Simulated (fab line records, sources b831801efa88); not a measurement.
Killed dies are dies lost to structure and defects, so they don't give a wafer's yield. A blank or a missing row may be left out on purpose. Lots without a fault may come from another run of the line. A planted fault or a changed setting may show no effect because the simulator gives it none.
One fault seen from 2 desks | flow sky130 | each desk has only its own numbers; what lay behind them comes last

THE TOOL OWNER'S DESK: rie_diel-03
The tool's own readings at SKY_SONOS_ONO_ETCH_15 (etches the open film in CHF3/O2, target depth 19.52 nm, time 7.8 s): means of the sampled wafers that have a number, for each lot that ran on this tool. A lot is out of limits, marked OUT, if its mean lies more than 4 standard deviations from the usual mean; the brackets give that distance.
Columns: A = drypump_motor_current_A at SKY_SONOS_ONO_ETCH_15, usual 5.4 A; B = oes_product_au at SKY_SONOS_ONO_ETCH_15, usual 0.990 a.u.; C = throttle_valve_pct at SKY_SONOS_ONO_ETCH_15, usual 8.823 %
lot  | first seen here | A   | B     | C
L170 | day 14 12:16    | 5.4 | 0.988 | 8.818
L171 | day 14 20:49    | 5.3 | 0.984 | 8.813
L184 | day 19 00:00    | 5.4 | 0.974 | 8.826
L186 | day 20 00:18    | 5.5 | 0.993 | 8.823
L187 | day 20 03:51    | 5.3 | 0.985 | 8.822
This desk's finding: nothing out of limits on any of the 5 lots.

THE METROLOGY DESK
What the gauges read, lot by lot, whatever tool the lot ran on: means of the sampled wafers that have a number. A lot is out of limits, marked OUT, if its mean lies more than 4 standard deviations from the usual mean; the brackets give that distance.
Columns: A = VT_ADJUST_LVTN_01_OVL at SKY_VT_ADJUST_LVTN_OVL_MEAS_18, usual -0.3 nm
lot  | first seen here | A
L166 | day 8 07:07     | -2.6
L168 | day 8 18:25     | 2.3
L170 | day 9 09:16     | 0.1
L171 | day 9 14:56     | -0.3
L178 | day 11 11:30    | 0.9
L179 | day 11 16:22    | -1.7
L184 | day 12 22:37    | -1.4
L185 | day 13 09:31    | -3.0
L186 | day 13 16:25    | 2.8
L187 | day 13 22:38    | -2.6
L188 | day 14 02:48    | -3.1
This desk's finding: nothing out of limits on any of the 11 lots.

PUT TOGETHER
The tool owner's desk saw nothing out of limits.
The metrology desk saw nothing out of limits.

WHAT THE SIMULATOR HAD PUT IN
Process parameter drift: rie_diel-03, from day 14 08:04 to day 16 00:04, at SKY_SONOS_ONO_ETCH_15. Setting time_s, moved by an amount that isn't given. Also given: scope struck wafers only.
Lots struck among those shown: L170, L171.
